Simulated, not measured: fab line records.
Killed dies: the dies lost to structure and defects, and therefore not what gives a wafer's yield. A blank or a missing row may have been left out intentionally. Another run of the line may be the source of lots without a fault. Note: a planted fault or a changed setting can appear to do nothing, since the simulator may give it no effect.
fab line records	flow sky130
record lots=6	wafers=18	last_day=49
route steps=708 shown CAP2M@614 METAL4@621 PAD_OPEN@708
lots that met no fault: taken from a fault-free run of the same line
start_h: hours from the record's first day to the start of the lot's first wafer shown	wait_h: hours elapsed since this lot's preceding step	" unchanged from the row above	L1.1+2: several wafers, shown together as one row	- either no value or no given start	* or withheld: withheld	< > ~ a bound
route shown NAME@n: names a module that has steps shown in the file, with the first one's number in the route	usual: the fault-free wafers' mean and standard deviation	same: alike in all rows	chamber/n: place in a boat	sites: the reading at each site	_std_site: their standard deviation	_edge_site: inner sites' mean taken away from outer sites' mean	radius_mm: how far each site lies from the wafer's centre	mask NAME#n: copy n	behind: the tool/chamber that last shaped the wafer	hold: cause of the lot's hold/its duration in hours/its outcome	device: which transistor (n, p or np) failed to switch	end of line: the tests these same wafers got at the end of their route	where a step has no rows: the recipe by itself	killed: dies lost to structure and defects at the first sort, not the wafer's yield	map: per-die view of a wafer (x killed, . not killed, _ where there is no die)
set.NAME: the setting as run; set.NAME@STEP: as run at that earlier step	model.NAME: the simulator's own value behind a step, which no gauge read
lots at some steps of the route; a table a step, a row a wafer
services: a tool's chamber out of use, with start hour (start_h, from the record's first day; less than 0 if before it), hours out, and reason
## steps
# step SKY_CAP2M_DEVELOP_11
# recipe resist=NOVOLAK	developer=TMAH	develop_time_s=60	dev_temp_c=23
# step SKY_CAP2M_OVL_MEAS_12
# usual CAP2M_OVL=-0.1/1.3
lot.wafer	tool	chamber	start_h	wait_h	CAP2M_OVL[nm]
L424.1	overlay-01	-	960.66	0.1	-2.2
L424.4	"	-	"	"	-1.6
L424.6	"	-	"	"	-2.1
L425.1	overlay-01	-	972.66	0.1	-0.6
L425.5	"	-	"	"	-1.3
L425.6	"	-	"	"	-2.1
L432.1	overlay-01	-	1014.24	0.1	-2.9
L432.2	"	-	"	"	-0.9
L432.4	"	-	"	"	-1.9
L437.2	overlay-01	-	1046.47	0.1	-1.2
L437.3	"	-	"	"	-1.7
L437.6	"	-	"	"	-1.6
L441.3	overlay-02	-	1070.58	0.1	2.1
L441.5	"	-	"	"	0.8
L441.6	"	-	"	"	1.3
L445.1	overlay-01	-	1086.37	0.1	1.9
L445.4	"	-	"	"	0.8
L445.5	"	-	"	"	-0.1
# step SKY_CAP2M_METAL_ETCH_13
# recipe target_depth_nm=220	stop_on=SiO2	chemistry=Cl2/BCl3	target=TiN	pressure_mtorr=10	icp_w=900	bias_w=48.5	Cl2_flow_sccm=60	bcl3_flow_sccm=30	time_s=62.9
# usual bcl3_flow_sccm=30.01/0.091	bias_w=48.49/0.16	drypump_motor_current_A=5.6/0.39	oes_product_au=0.945/0.0058	throttle_valve_pct=21.899/0.0091
# same time_s=62.9
lot.wafer	tool	chamber	start_h	wait_h	bcl3_flow_sccm	bias_w	drypump_motor_current_A	oes_product_au	rf_hours_counter_h	throttle_valve_pct
L424.1	rie_metal-01	0	960.70	0.0	30.12	48.75	5.6	0.943	7	21.895
L424.4	"	0	"	"	30.01	48.72	5.6	0.946	-	21.897
L424.6	"	1	"	"	30.13	48.36	5.6	0.943	-	21.897
L425.1	rie_metal-04	1	972.70	0.0	29.92	48.29	5.8	0.945	14	21.902
L425.5	"	1	"	"	30.00	48.60	5.9	0.947	-	21.914
L425.6	"	0	"	"	29.92	48.15	4.6	0.950	-	21.893
L432.1	rie_metal-01	1	1014.27	0.0	29.98	48.36	5.6	0.944	14	21.898
L432.2	"	0	"	"	29.90	48.38	5.6	0.942	10	21.895
L432.4	"	0	"	"	29.95	48.68	5.6	0.948	-	21.881
L437.2	rie_metal-01	1	1046.50	0.0	29.97	48.42	5.6	0.961	16	21.888
L437.3	"	0	"	"	29.90	48.49	5.6	0.961	-	21.891
L437.6	"	0	"	"	30.04	48.62	5.6	0.953	-	21.894
L441.3	rie_metal-01	0	1070.63	0.0	29.82	48.31	5.6	0.941	-	21.895
L441.5	"	1	"	"	29.99	48.63	5.6	0.932	-	21.901
L441.6	"	0	"	"	29.80	48.57	5.6	0.939	-	21.901
L445.1	rie_metal-04	0	1086.41	0.0	30.03	48.71	4.7	0.941	19	21.891
L445.4	"	0	"	"	29.95	48.47	4.6	0.949	-	21.898
L445.5	"	0	"	"	29.86	48.48	4.6	0.934	-	21.885
# step SKY_CAP2M_STRIP_14
# recipe chemistry=O2/N2	power_w=1400	pressure_mtorr=1500	platen_temp_c=withheld	o2_flow_sccm=3000	n2_flow_sccm=300	overash_fraction=0.5
# usual drypump_motor_current_A=5.8/0.39	o2_flow_sccm=3001/9.5	oes_product_au=0.710/0.0043	strip_time_to_endpoint_s=12.65/0.034
lot.wafer	tool	chamber	start_h	wait_h	drypump_motor_current_A	o2_flow_sccm	oes_product_au	rf_hours_counter_h	strip_time_to_endpoint_s
L424.1	plasma_asher-04	0	960.78	0.1	5.3	3005	0.711	116	12.57
L424.4	"	0	"	"	5.3	3007	0.705	-	12.59
L424.6	"	0	"	"	5.3	3002	0.708	-	12.59
L425.1	plasma_asher-03	0	972.78	0.1	5.4	3016	0.710	81	12.62
L425.5	"	0	"	"	5.4	3005	0.710	-	12.59
L425.6	"	1	"	"	6.6	3005	0.712	-	12.60
L432.1	plasma_asher-04	0	1014.35	0.1	5.3	3008	0.710	121	12.65
L432.2	"	1	"	"	5.8	2984	0.702	121	12.64
L432.4	"	0	"	"	5.3	3006	0.708	-	12.62
L437.2	plasma_asher-03	0	1046.58	0.1	5.4	3008	0.707	88	12.73
L437.3	"	0	"	"	5.4	3009	0.711	-	12.67
L437.6	"	1	"	"	6.6	3002	0.709	-	12.66
L441.3	plasma_asher-01	0	1070.72	0.1	5.6	3005	0.715	-	12.62
L441.5	"	1	"	"	6.0	3002	0.702	-	12.66
L441.6	"	0	"	"	5.5	3002	0.714	-	12.66
L445.1	plasma_asher-04	0	1086.49	0.1	5.3	2994	0.714	2	12.60
L445.4	"	1	"	"	5.8	3005	0.713	-	12.65
L445.5	"	1	"	"	5.8	3019	0.707	-	12.63
# step SKY_CAP2M_STRIP_15
# recipe chemistry=post_etch_residue_remover	time_s=1200	temp_c=72.5
# step SKY_CAP2M_CLEAN_16
# recipe chemistry=IPA	time_s=180	temp_c=25
# step SKY_CAP2M_CLEAN_17
# recipe chemistry=O3/DIW	dry=n2_spin
# step SKY_METAL4_DEHYDRATE_05
# recipe temp_c=200	time_s=60
# step SKY_METAL4_HMDS_06
# recipe prime_time_s=60	prime_temp_c=120
# step SKY_METAL4_COAT_07
# recipe resist=BARC	temp_c=withheld	time_s=withheld	spin_rpm=3000	resist_thk_nm=60
# step SKY_METAL4_COAT_08
# recipe resist=KrF-thick	spin_rpm=3000	resist_thk_nm=1140
# step SKY_METAL4_SOFTBAKE_09
# recipe temp_c=100	time_s=90	resist=KrF-thick
# step SKY_METAL4_EXPOSE_10
# recipe mask_id=MM4	na=0.68	source_shape=annular	sigma_inner=0.4	sigma_outer=0.8	target_cd_nm=300	dose_mj=28
# usual exposure_dose_mJ_cm2=28.00/0.033
# same na=0.68
lot.wafer	tool	chamber	start_h	wait_h	mask	exposure_dose_mJ_cm2
L424.1	krf_scanner-01	0	973.35	-	MM4#0	28.04
L424.4	"	0	"	"	MM4#0	27.98
L424.6	"	0	"	"	MM4#0	28.02
L425.1	krf_scanner-02	0	985.79	-	MM4#0	28.02
L425.5	"	0	"	"	MM4#0	28.02
L425.6	"	0	"	"	MM4#0	28.02
L432.1	krf_scanner-02	0	1026.60	-	MM4#0	29.19
L432.2	"	0	"	"	MM4#0	29.16
L432.4	"	0	"	"	MM4#0	29.20
L437.2	krf_scanner-02	0	1058.16	-	MM4#0	28.87
L437.3	"	0	"	"	MM4#0	28.86
L437.6	"	0	"	"	MM4#0	28.89
L441.3	krf_scanner-01	0	1081.47	-	MM4#0	28.02
L441.5	"	0	"	"	MM4#0	28.01
L441.6	"	0	"	"	MM4#0	28.00
L445.1	krf_scanner-01	0	1097.24	-	MM4#0	27.96
L445.4	"	0	"	"	MM4#0	28.02
L445.5	"	0	"	"	MM4#0	28.00
# step SKY_METAL4_PEB_11
# recipe peb_temp_c=withheld	peb_time_s=withheld	resist=KrF-thick
# step SKY_METAL4_DEVELOP_12
# recipe develop_time_s=60	resist=KrF-thick	dev_temp_c=21
# step SKY_METAL4_CD_MEAS_13
# recipe target_cd_nm=300
# usual cd_nm=299.9/1.4
lot.wafer	tool	chamber	start_h	wait_h	hold	cd_nm
L424.1	cd_sem-02	-	984.86	-	-	300.2
L424.4	"	-	"	"	-	299.6
L424.6	"	-	"	"	-	300.6
L425.1	cd_sem-02	-	997.36	-	-	298.6
L425.5	"	-	"	"	-	299.0
L425.6	"	-	"	"	-	300.2
L432.1	cd_sem-01	-	1037.83	-	await_dispo/0.2h/release	292.0
L432.2	"	-	"	"	await_dispo/0.2h/release	293.0
L432.4	"	-	"	"	await_dispo/0.2h/release	292.4
L432.1	cd_sem-01	-	1038.11	0.3	-	292.3
L432.2	"	-	"	"	-	292.7
L432.4	"	-	"	"	-	292.6
L437.2	cd_sem-01	-	1068.74	-	await_dispo/0.2h/release	295.8
L437.3	"	-	"	"	await_dispo/0.2h/release	293.9
L437.6	"	-	"	"	await_dispo/0.2h/release	294.9
L437.2	cd_sem-01	-	1069.03	0.3	-	295.7
L437.3	"	-	"	"	-	294.2
L437.6	"	-	"	"	-	294.6
L441.3	cd_sem-02	-	1091.81	-	-	299.5
L441.5	"	-	"	"	-	300.8
L441.6	"	-	"	"	-	300.3
L445.1	cd_sem-02	-	1106.47	-	-	301.7
L445.4	"	-	"	"	-	302.4
L445.5	"	-	"	"	-	302.2
# step SKY_METAL4_OVL_MEAS_14
# usual METAL4_OVL=0/6.1
lot.wafer	tool	chamber	start_h	wait_h	hold	METAL4_OVL[nm]
L424.1	overlay-01	-	984.98	0.1	-	4
L424.4	"	-	"	"	-	5
L424.6	"	-	"	"	-	5
L425.1	overlay-02	-	997.48	0.1	-	1
L425.5	"	-	"	"	-	0
L425.6	"	-	"	"	-	-3
L432.1	overlay-01	-	1040.79	2.7	await_dispo/2.6h/release	0
L432.2	"	-	"	"	await_dispo/2.6h/release	-7
L432.4	"	-	"	"	await_dispo/2.6h/release	2
L437.2	overlay-02	-	1074.28	5.2	await_dispo/5.1h/release	-4
L437.3	"	-	"	"	await_dispo/5.1h/release	-1
L437.6	"	-	"	"	await_dispo/5.1h/release	-7
L441.3	overlay-01	-	1091.91	0.1	-	5
L441.5	"	-	"	"	-	6
L441.6	"	-	"	"	-	6
L445.1	overlay-01	-	1106.59	0.1	-	6
L445.4	"	-	"	"	-	-4
L445.5	"	-	"	"	-	-6
# step SKY_METAL4_DESCUM_15
# recipe chemistry=O2	source_power_w=150	bias_power_w=0	pressure_mtorr=10	temp_c=40	time_s=8
# usual drypump_motor_current_A=5.6/0.49	oes_product_au=1.001/0.0065
# same time_s=8
lot.wafer	tool	chamber	start_h	wait_h	drypump_motor_current_A	oes_product_au	rf_hours_counter_h	model.METAL4.cd_nm
L424.1	rie_metal-02	1	985.02	0.0	6.4	1.008	8	300.1
L424.4	"	0	"	"	5.3	1.003	-	299.8
L424.6	"	1	"	"	6.4	1.001	-	300.1
L425.1	rie_metal-01	0	997.52	0.0	5.6	0.991	9	298.9
L425.5	"	1	"	"	5.6	1.000	-	299.3
L425.6	"	0	"	"	5.6	0.995	-	300.1
L432.1	rie_metal-04	0	1040.83	0.0	4.7	1.006	15	292.5
L432.2	"	1	"	"	5.9	0.992	18	292.3
L432.4	"	1	"	"	5.9	1.000	-	292.3
L437.2	rie_metal-02	0	1074.31	0.0	5.3	1.000	24	295.9
L437.3	"	0	"	"	5.3	0.998	-	294.5
L437.6	"	0	"	"	5.3	0.992	-	295.2
L441.3	rie_metal-01	1	1091.94	0.0	5.6	0.995	-	300.2
L441.5	"	0	"	"	5.6	1.001	-	300.7
L441.6	"	1	"	"	5.6	1.002	-	300.7
L445.1	rie_metal-01	0	1106.63	0.0	5.6	1.003	16	301.6
L445.4	"	0	"	"	5.6	1.009	-	302.2
L445.5	"	1	"	"	5.6	0.990	-	302.9
# step SKY_METAL4_ETCH_16
# recipe chemistry=N2/H2	target=BARC	ion_energy_ev=200	bias_w=100	pressure_mtorr=30	n2_flow_sccm=100	h2_flow_sccm=200	icp_w=500	stop_on=SiO2	time_s=88.2	target_depth_a=600
# usual bias_w=100.0/0.32	drypump_motor_current_A=5.6/0.49	oes_product_au=0.625/0.0044	throttle_valve_pct=13.205/0.0095
# same time_s=88.2
lot.wafer	tool	chamber	start_h	wait_h	bias_w	drypump_motor_current_A	oes_product_au	rf_hours_counter_h	throttle_valve_pct
L424.1	rie_metal-02	1	985.05	0.0	100.4	6.4	0.615	8	13.215
L424.4	"	0	"	"	100.2	5.4	0.623	-	13.214
L424.6	"	1	"	"	100.0	6.4	0.624	-	13.210
L425.1	rie_metal-01	0	997.55	0.0	99.8	5.6	0.625	9	13.211
L425.5	"	1	"	"	99.7	5.6	0.624	-	13.208
L425.6	"	0	"	"	100.3	5.6	0.630	-	13.194
L432.1	rie_metal-04	0	1040.86	0.0	100.1	4.7	0.627	15	13.221
L432.2	"	1	"	"	99.9	5.8	0.628	18	13.207
L432.4	"	1	"	"	99.7	5.9	0.633	-	13.212
L437.2	rie_metal-02	0	1074.34	0.0	99.8	5.3	0.623	24	13.211
L437.3	"	0	"	"	99.6	5.4	0.626	-	13.226
L437.6	"	0	"	"	99.1	5.4	0.627	-	13.192
L441.3	rie_metal-01	1	1091.99	0.0	99.3	5.6	0.627	-	13.206
L441.5	"	0	"	"	99.8	5.6	0.617	-	13.211
L441.6	"	1	"	"	99.7	5.6	0.624	-	13.212
L445.1	rie_metal-01	0	1106.66	0.0	99.6	5.6	0.625	16	13.193
L445.4	"	0	"	"	99.6	5.6	0.623	-	13.207
L445.5	"	1	"	"	100.4	5.6	0.629	-	13.200
# step SKY_METAL4_ETCH_17
# recipe target=SiO2	stop_on=TiN	chemistry=C4F8/O2/Ar	source_w=1500	bias_w=1200	pressure_mtorr=40	c4f8_flow_sccm=withheld	O2_flow_sccm=6	Ar_flow_sccm=300	time_s=3.9	target_depth_a=150
# usual bias_w=1200/3.7	oes_product_au=0.755/0.0076
# same time_s=3.9
lot.wafer	tool	chamber	start_h	wait_h	bias_w	oes_product_au	rf_hours_counter_h
L424.1	rie_diel-02	0	985.15	0.1	1200	0.763	10
L424.4	"	2	"	"	1199	0.762	8
L424.6	"	0	"	"	1200	0.752	-
L425.1	rie_diel-04	2	997.65	0.1	1202	0.756	13
L425.5	"	1	"	"	1199	0.761	-
L425.6	"	2	"	"	1201	0.761	-
L432.1	rie_diel-01	2	1040.96	0.1	1203	0.748	9
L432.2	"	0	"	"	1201	0.748	13
L432.4	"	2	"	"	1195	0.766	-
L437.2	rie_diel-02	2	1074.44	0.1	1199	0.744	12
L437.3	"	1	"	"	1200	0.750	10
L437.6	"	0	"	"	1199	0.758	-
L441.3	rie_diel-02	0	1092.06	0.0	1201	0.750	14
L441.5	"	1	"	"	1203	0.749	-
L441.6	"	2	"	"	1202	0.757	-
L445.1	rie_diel-01	2	1106.76	0.1	1203	0.740	12
L445.4	"	3	"	"	1204	0.754	15
L445.5	"	1	"	"	1204	0.755	-
# step SKY_METAL4_METAL_ETCH_18
# recipe target_depth_a=8450	stop_on=SiO2	over_etch_frac=0.3	time_s=183.1	chemistry=Cl2/BCl3	resist_sidewall_deg=88	pressure_mtorr=10	icp_w=900	bias_w=48.5	Cl2_flow_sccm=60	bcl3_flow_sccm=30
# usual bcl3_flow_sccm=29.99/0.083	bias_w=48.50/0.14	drypump_motor_current_A=5.6/0.51	oes_product_au=0.865/0.0061	throttle_valve_pct=22.262/0.01
# same time_s=183.1
lot.wafer	tool	chamber	start_h	wait_h	bcl3_flow_sccm	bias_w	drypump_motor_current_A	oes_product_au	rf_hours_counter_h	throttle_valve_pct	model.METAL4.cd_nm
L424.1	rie_metal-01	1	985.17	0.0	29.92	48.51	5.6	0.870	13	22.263	301.5
L424.4	"	0	"	"	29.95	48.44	5.6	0.867	-	22.260	301.7
L424.6	"	1	"	"	29.95	48.68	5.6	0.866	-	22.252	299.7
L425.1	rie_metal-04	0	997.67	0.0	30.14	48.55	4.7	0.860	13	22.258	303.8
L425.5	"	1	"	"	30.10	48.34	5.9	0.869	-	22.252	303.5
L425.6	"	0	"	"	29.89	48.81	4.7	0.874	-	22.270	303.2
L432.1	rie_metal-01	0	1040.97	0.0	29.96	48.65	5.6	0.880	11	22.253	294
L432.2	"	1	"	"	29.97	48.33	5.6	0.871	16	22.263	292.7
L432.4	"	1	"	"	29.97	48.27	5.5	0.876	-	22.249	295.6
L437.2	rie_metal-01	0	1074.46	0.0	30.03	48.24	5.6	0.859	13	22.271	294.1
L437.3	"	0	"	"	29.94	48.36	5.6	0.860	-	22.249	295
L437.6	"	0	"	"	29.89	48.51	5.5	0.853	-	22.281	292.9
L441.3	rie_metal-02	1	1092.14	0.1	30.11	48.50	6.4	0.855	-	22.247	302
L441.5	"	1	"	"	30.06	48.27	6.4	0.853	-	22.265	304.3
L441.6	"	0	"	"	29.94	48.55	5.4	0.855	-	22.271	305.4
L445.1	rie_metal-04	1	1106.78	0.0	29.85	48.40	5.9	0.871	22	22.263	305
L445.4	"	0	"	"	29.91	48.44	4.7	0.874	-	22.264	305.6
L445.5	"	1	"	"	30.15	48.50	5.9	0.877	-	22.260	303.9
# step SKY_METAL4_STRIP_19
# recipe chemistry=O2/N2	power_w=1400	pressure_mtorr=1500	platen_temp_c=withheld	o2_flow_sccm=3000	n2_flow_sccm=300	overash_fraction=0.5
# usual drypump_motor_current_A=5.7/0.34	o2_flow_sccm=3000/8.1	oes_product_au=0.501/0.0054	strip_time_to_endpoint_s=6.53/0.057
lot.wafer	tool	chamber	start_h	wait_h	drypump_motor_current_A	o2_flow_sccm	oes_product_au	rf_hours_counter_h	strip_time_to_endpoint_s
L424.1	plasma_asher-02	0	985.34	0.1	6.2	3011	0.506	57	6.55
L424.4	"	1	"	"	5.4	3005	0.496	-	6.56
L424.6	"	1	"	"	5.4	3002	0.508	-	6.52
L425.1	plasma_asher-04	1	997.84	0.1	5.8	2998	0.498	120	6.50
L425.5	"	1	"	"	5.8	2997	0.496	-	6.53
L425.6	"	0	"	"	5.3	3020	0.490	-	6.48
L432.1	plasma_asher-02	0	1041.15	0.1	6.2	2995	0.491	62	6.40
L432.2	"	1	"	"	5.4	2999	0.501	62	6.44
L432.4	"	1	"	"	5.4	2986	0.493	-	6.39
L437.2	plasma_asher-04	0	1074.64	0.1	5.4	3013	0.497	0	6.49
L437.3	"	0	"	"	5.3	3007	0.499	-	6.44
L437.6	"	1	"	"	5.8	3002	0.509	-	6.56
L441.3	plasma_asher-01	1	1092.29	0.1	6.0	2997	0.507	-	6.57
L441.5	"	0	"	"	5.6	2997	0.507	-	6.57
L441.6	"	1	"	"	6.0	3010	0.510	-	6.60
L445.1	plasma_asher-01	1	1106.96	0.1	6.0	2997	0.498	36	6.60
L445.4	"	1	"	"	6.0	3009	0.498	-	6.46
L445.5	"	0	"	"	5.6	2990	0.501	-	6.52
# step SKY_PAD_OPEN_PROBE_99
# usual defect_limited_yield=82.3/2	killed_at_M0_to_M3=43/7.3	killed_at_M4_up=3.2/1.8	killed_at_contacts=24/5.8	killed_at_front_end=16/4.5	killed_at_other=0.3/0.53	killed_dies=87/9.9	killed_open=48/6.8	killed_short=39/6.9	sort_bin_3_pad_short=0.8/0.42	sort_bin_5_function=10.4/1.6	sort_bin_6_memory=6.4/1.2	sort_n_pass=405/9.9	sort_yield_pct=82.3/2
# same gross_dies=492	killed_at_back_side=0	sort_bin_4_leakage[%]=0	sort_bin_8_speed[%]=0
lot.wafer	tool	chamber	start_h	wait_h	defect_limited_yield[%]	killed_at_M0_to_M3	killed_at_M4_up	killed_at_contacts	killed_at_front_end	killed_at_other	killed_dies	killed_open	killed_short	sort_bin_3_pad_short[%]	sort_bin_5_function[%]	sort_bin_6_memory[%]	sort_n_pass	sort_yield_pct[%]	model.etest.met4.width_nm
L424.1	prober-02	-	1079.44	0.1	83.3	38	2	16	24	2	82	39	43	1.2	10.6	4.9	410	83.3	301.9
L424.4	prober-02	-	1079.59	0.2	82.5	38	2	37	9	0	86	48	38	0.6	10.2	6.7	406	82.5	302.4
L424.6	prober-02	-	1079.69	0.2	86.0	28	2	25	14	0	69	43	26	0.8	7.1	6.1	423	86.0	298.3
L425.1	prober-01	-	1092.89	0.1	84.1	38	0	19	21	0	78	45	33	0.8	8.9	6.1	414	84.1	303.4
L425.5	prober-01	-	1093.09	0.2	79.9	46	5	24	23	1	99	48	51	1.2	11.2	7.7	393	79.9	304.9
L425.6	prober-01	-	1093.14	0.2	82.9	41	1	24	18	0	84	53	31	0.6	9.3	7.1	408	82.9	305.2
L432.1	prober-02	-	1127.20	0.1	80.3	53	3	27	13	1	97	46	51	0.8	10.2	8.7	395	80.3	292.2
L432.2	prober-02	-	1127.25	0.1	82.1	44	6	25	12	1	88	46	42	0.6	12.0	5.3	404	82.1	291
L432.4	prober-02	-	1127.35	0.2	79.1	49	5	38	11	0	103	56	47	0.6	11.4	8.9	389	79.1	295.9
L437.2	prober-01	-	1153.52	0.1	83.1	38	4	21	19	1	83	43	40	0.6	10.6	5.7	409	83.1	294.7
L437.3	prober-01	-	1153.57	0.2	82.1	43	2	26	17	0	88	51	37	1.0	11.0	5.9	404	82.1	294
L437.6	prober-01	-	1153.72	0.2	80.9	40	2	35	17	0	94	52	42	1.2	9.6	8.3	398	80.9	293.9
L441.3	prober-01	-	1173.33	0.2	81.9	43	3	23	19	1	89	60	29	0.6	10.6	6.9	403	81.9	300.9
L441.5	prober-01	-	1173.43	0.2	78.5	54	3	26	23	0	106	52	54	1.8	12.0	7.7	386	78.5	304.6
L441.6	prober-01	-	1173.48	0.2	85.0	34	3	23	14	0	74	48	26	0.4	8.5	6.1	418	85.0	305.3
L445.1	prober-01	-	1184.83	0.1	81.9	39	0	35	15	0	89	49	40	0.8	10.0	7.3	403	81.9	302.9
L445.4	prober-01	-	1184.98	0.2	81.1	56	1	17	19	0	93	54	39	1.4	9.8	7.7	399	81.1	304.3
L445.5	prober-01	-	1185.03	0.2	81.5	48	2	26	15	0	91	52	39	0	11.2	7.3	401	81.5	301.9
# killed by level:class
L424.1 VIA2:geometric_particle:open=7 FIELD_ISO:geometric_particle:open=6 FIELD_ISO:geometric_particle:short=6 VIA2:geometric_particle:short=5 POLY_GATE:geometric_particle:short=5 CONTACT:geometric_particle:open=5 METAL1:geometric_particle:short=5 VIA3:geometric_particle:open=5
L424.4 LI_CONTACT:geometric_particle:open=12 VIA1:geometric_particle:open=11 CONTACT:geometric_particle:short=10 CONTACT:geometric_particle:open=9 VIA3:geometric_particle:open=5 VIA2:geometric_particle:short=4 FIELD_ISO:geometric_particle:short=3 LI_CONTACT:geometric_particle:short=3
L424.6 LI_CONTACT:geometric_particle:open=9 CONTACT:geometric_particle:open=6 VIA1:geometric_particle:open=6 VIA2:geometric_particle:open=6 FIELD_ISO:geometric_particle:short=5 METAL2:geometric_particle:short=5 LI_CONTACT:geometric_particle:short=4 CONTACT:geometric_particle:short=4
L425.1 VIA1:geometric_particle:open=11 CONTACT:geometric_particle:open=10 FIELD_ISO:geometric_particle:short=7 LI_CONTACT:geometric_particle:open=5 METAL1:geometric_particle:short=5 VIA1:geometric_particle:short=5 METAL2:geometric_particle:short=5 FIELD_ISO:geometric_particle:open=4
L425.5 VIA2:geometric_particle:open=10 VIA1:geometric_particle:open=9 FIELD_ISO:geometric_particle:short=7 LI_CONTACT:geometric_particle:open=7 VIA1:geometric_particle:short=6 CONTACT:geometric_particle:open=5 VIA3:geometric_particle:short=5 POLY_GATE:geometric_particle:short=4
L425.6 VIA1:geometric_particle:open=12 CONTACT:geometric_particle:open=8 VIA2:geometric_particle:open=6 VIA3:geometric_particle:open=6 FIELD_ISO:geometric_particle:open=5 POLY_GATE:geometric_particle:short=5 POLY_GATE:geometric_particle:open=5 LI_CONTACT:geometric_particle:open=5
L432.1 CONTACT:geometric_particle:open=9 VIA1:geometric_particle:open=9 METAL1:geometric_particle:short=8 METAL2:geometric_particle:short=8 LI_CONTACT:geometric_particle:open=7 CONTACT:geometric_particle:short=6 VIA1:geometric_particle:short=6 VIA3:geometric_particle:open=5
L432.2 CONTACT:geometric_particle:open=10 VIA1:geometric_particle:open=10 VIA1:geometric_particle:short=9 LI_CONTACT:geometric_particle:open=8 METAL4:geometric_particle:short=5 METAL1:geometric_particle:short=5 VIA2:geometric_particle:open=5 METAL2:geometric_particle:short=4
L432.4 CONTACT:geometric_particle:open=13 LI_CONTACT:geometric_particle:open=11 VIA1:geometric_particle:open=9 VIA2:geometric_particle:open=9 CONTACT:geometric_particle:short=6 METAL1:geometric_particle:short=6 VIA3:geometric_particle:open=6 METAL2:geometric_particle:short=5
L437.2 FIELD_ISO:geometric_particle:short=7 LI_CONTACT:geometric_particle:open=7 VIA1:geometric_particle:open=7 VIA2:geometric_particle:open=7 FIELD_ISO:geometric_particle:open=6 CONTACT:geometric_particle:open=6 VIA1:geometric_particle:short=5 METAL2:geometric_particle:short=5
L437.3 LI_CONTACT:geometric_particle:open=12 VIA2:geometric_particle:open=11 VIA1:geometric_particle:open=9 VIA3:geometric_particle:open=5 METAL2:geometric_particle:short=5 CONTACT:geometric_particle:short=5 CONTACT:geometric_particle:open=5 VIA1:geometric_particle:short=5
L437.6 LI_CONTACT:geometric_particle:open=15 FIELD_ISO:geometric_particle:short=7 VIA1:geometric_particle:open=7 LOCAL_INTERCONNECT:geometric_particle:short=6 CONTACT:geometric_particle:open=6 VIA2:geometric_particle:short=6 FIELD_ISO:geometric_particle:open=5 CONTACT:geometric_particle:short=4
L441.3 CONTACT:geometric_particle:open=13 VIA1:geometric_particle:open=10 VIA2:geometric_particle:open=8 VIA3:geometric_particle:open=7 FIELD_ISO:geometric_particle:short=6 FIELD_ISO:geometric_particle:open=5 LI_CONTACT:geometric_particle:open=5 POLY_GATE:geometric_particle:open=4
L441.5 VIA1:geometric_particle:open=13 METAL2:geometric_particle:short=8 LI_CONTACT:geometric_particle:open=7 METAL1:geometric_particle:short=7 POLY_GATE:geometric_particle:open=6 LOCAL_INTERCONNECT:geometric_particle:short=6 SPACER:geometric_particle:short=5 CONTACT:geometric_particle:open=5
L441.6 VIA2:geometric_particle:open=9 CONTACT:geometric_particle:open=9 FIELD_ISO:geometric_particle:open=7 METAL1:geometric_particle:short=7 VIA1:geometric_particle:open=6 LOCAL_INTERCONNECT:geometric_particle:short=5 VIA3:geometric_particle:open=5 POLY_GATE:geometric_particle:short=3
L445.1 CONTACT:geometric_particle:open=12 VIA1:geometric_particle:open=10 LI_CONTACT:geometric_particle:open=8 METAL2:geometric_particle:short=8 LOCAL_INTERCONNECT:geometric_particle:short=7 CONTACT:geometric_particle:short=7 POLY_GATE:geometric_particle:open=5 VIA2:geometric_particle:open=4
L445.4 VIA1:geometric_particle:open=15 VIA3:geometric_particle:open=12 FIELD_ISO:geometric_particle:short=6 FIELD_ISO:geometric_particle:open=6 VIA1:geometric_particle:short=6 VIA2:geometric_particle:open=6 LOCAL_INTERCONNECT:geometric_particle:short=5 CONTACT:geometric_particle:open=5
L445.5 VIA1:geometric_particle:open=12 LI_CONTACT:geometric_particle:open=7 CONTACT:geometric_particle:open=7 VIA3:geometric_particle:short=7 VIA2:geometric_particle:open=6 POLY_GATE:geometric_particle:open=4 LI_CONTACT:geometric_particle:short=4 METAL1:geometric_particle:open=4
## services
tool	chamber	start_h	hours	kind
krf_scanner-01	-	937.99	1.0	pm
krf_scanner-02	-	943.53	0.3	repair
rie_metal-01	1	944.94	5.5	repair
krf_scanner-01	-	951.99	0.8	pm
rie_diel-04	2	968.67	16.7	repair
krf_scanner-01	-	969.60	0.8	repair
rie_metal-04	-	981.89	0.3	repair
rie_diel-02	3	988.49	2.6	repair
rie_diel-01	-	991.22	2.8	pm
krf_scanner-02	-	991.76	1.3	pm
krf_scanner-02	-	995.46	0.8	pm
krf_scanner-01	-	999.73	1.3	pm
krf_scanner-02	-	1006.95	1.4	repair
rie_diel-02	1	1013.53	10.8	repair
krf_scanner-02	-	1017.79	1.0	pm
krf_scanner-01	-	1018.79	3.6	pm
rie_diel-01	3	1036.92	49.9	repair
plasma_asher-04	-	1044.85	14.6	pm
plasma_asher-04	-	1059.45	9.0	pm
krf_scanner-01	-	1070.09	4.4	pm
rie_diel-01	-	1073.68	0.8	repair
plasma_asher-02	-	1076.80	2.8	pm
rie_diel-02	3	1105.84	9.0	repair
krf_scanner-01	-	1106.99	1.0	pm
## key
first_sign step=SKY_METAL4_EXPOSE_10	reading=exposure_dose_mJ_cm2	direction=up	sigmas=31	usual=*	struck=*
effect step=SKY_METAL4_CD_MEAS_13	reading=visit	direction=added	through=control_loop
model_effect step=SKY_METAL4_DESCUM_15	value=METAL4.cd_nm	without=300.3	struck=293.8
model_effect step=SKY_METAL4_METAL_ETCH_18	value=METAL4.cd_nm	without=300.6	struck=294.1
model_effect step=SKY_PAD_OPEN_PROBE_99	value=etest.met4.width_nm	without=300.2	struck=293.6
met_at SKY_METAL4_EXPOSE_10
struck_wafers L432.1,L432.2,L432.4,L437.2,L437.3,L437.6
loop_trim step=SKY_METAL4_EXPOSE_10	setting=dose	lots=L437
onset_between 985.79 1026.60
fault kind=process_parameter_drift	tool=krf_scanner-02	chamber=-	onset_h=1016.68	steps=SKY_METAL4_EXPOSE_10	channel=dose_mj	offset=1.1538	shape=step	acts_in=these_recipes_only	stated=28
# loop_trim: a control loop set the setting to another value than it would have without faults
